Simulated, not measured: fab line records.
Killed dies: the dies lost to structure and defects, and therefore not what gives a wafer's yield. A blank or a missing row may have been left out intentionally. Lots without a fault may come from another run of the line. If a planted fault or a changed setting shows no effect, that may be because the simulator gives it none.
2 desks looking at one fault :: flow sky130 :: each desk has only its own numbers; what lay behind them comes last

THE METROLOGY DESK
What the gauges read for every lot (on any tool): the sampled wafers with a number, averaged. Marked OUT: a lot whose mean sits more than 4 standard deviations from the usual mean, which makes it out of limits; the brackets give that distance.
Columns: A = LDD_HVN_TW at SKY_LDD_HVN_TW_MEAS_10, usual 1426; B = LI_CONTACT_W_RS at SKY_LI_CONTACT_RS_MEAS_22, usual 0.283 ohm/sq; C = LI_CONTACT_W_THK at SKY_LI_CONTACT_THK_MEAS_23, usual 408 nm; D = LOCAL_INTERCONNECT_OVL at SKY_LOCAL_INTERCONNECT_OVL_MEAS_12, usual 2 nm
lot: L405
first seen here: day 20 16:17
A: 1420
B: 0.285
C: 402
D: 1

lot: L406
first seen here: day 21 00:59
A: 1431
B: 0.287
C: 407
D: 9

lot: L407
first seen here: day 22 02:59
A: 1432
B: 0.282
C: 406
D: 2

lot: L414
first seen here: day 23 22:52
A: 1430
B: 0.266
C: 436
D: 6

lot: L415
first seen here: day 24 11:10
A: 1426
B: 0.271
C: 429
D: 6

lot: L418
first seen here: day 25 10:27
A: 1428
B: 0.284
C: 409
D: -5

lot: L419
first seen here: day 26 01:03
A: 1424
B: 0.285
C: 405
D: 2

lot: L420
first seen here: day 26 11:21
A: 1419
B: 0.290
C: 399
D: 8

lot: L422
first seen here: day 27 06:01
A: 1421
B: 0.287
C: 398
D: 1

lot: L423
first seen here: day 27 09:09
A: 1418
B: 0.288
C: 406
D: 6

lot: L424
first seen here: day 27 18:13
A: 1426
B: 0.278
C: 411
D: 8

lot: L426
first seen here: day 28 09:40
A: 1425
B: 0.287
C: 399
D: -5

lot: L427
first seen here: day 28 12:06
A: 1428
B: 0.281
C: 410
D: -5
Finding of this desk: none of the 13 lots has anything out of limits.

DESK OF THE TOOL OWNER: cvd w-01
The tool's own readings at SKY_LI_CONTACT_CVD_21 (deposits W, target thk 400 nm, time 120.56 s): means of the sampled wafers that have a number, for each lot that ran on this tool. Marked OUT: a lot whose mean sits more than 4 standard deviations from the usual mean, which makes it out of limits; the brackets give that distance.
Columns: A = heater power outer w at SKY_LI_CONTACT_CVD_21, usual 497 W; B = heater power w at SKY_LI_CONTACT_CVD_21, usual 837 W
lot: L407
first seen here: day 30 18:45
A: 496
B: 840

lot: L414
first seen here: day 32 12:53
A: 466
B: 842

lot: L415
first seen here: day 32 21:15
A: 470
B: 828

lot: L424
first seen here: day 35 22:14
A: 469
B: 833

lot: L427
first seen here: day 36 15:11
A: 481
B: 845
Finding of this desk: none of the 5 lots has anything out of limits.

TAKEN TOGETHER
At the metrology desk, nothing out of limits was observed.
The tool owner's desk saw nothing out of limits.

WHAT THE SIMULATOR HAD PUT IN
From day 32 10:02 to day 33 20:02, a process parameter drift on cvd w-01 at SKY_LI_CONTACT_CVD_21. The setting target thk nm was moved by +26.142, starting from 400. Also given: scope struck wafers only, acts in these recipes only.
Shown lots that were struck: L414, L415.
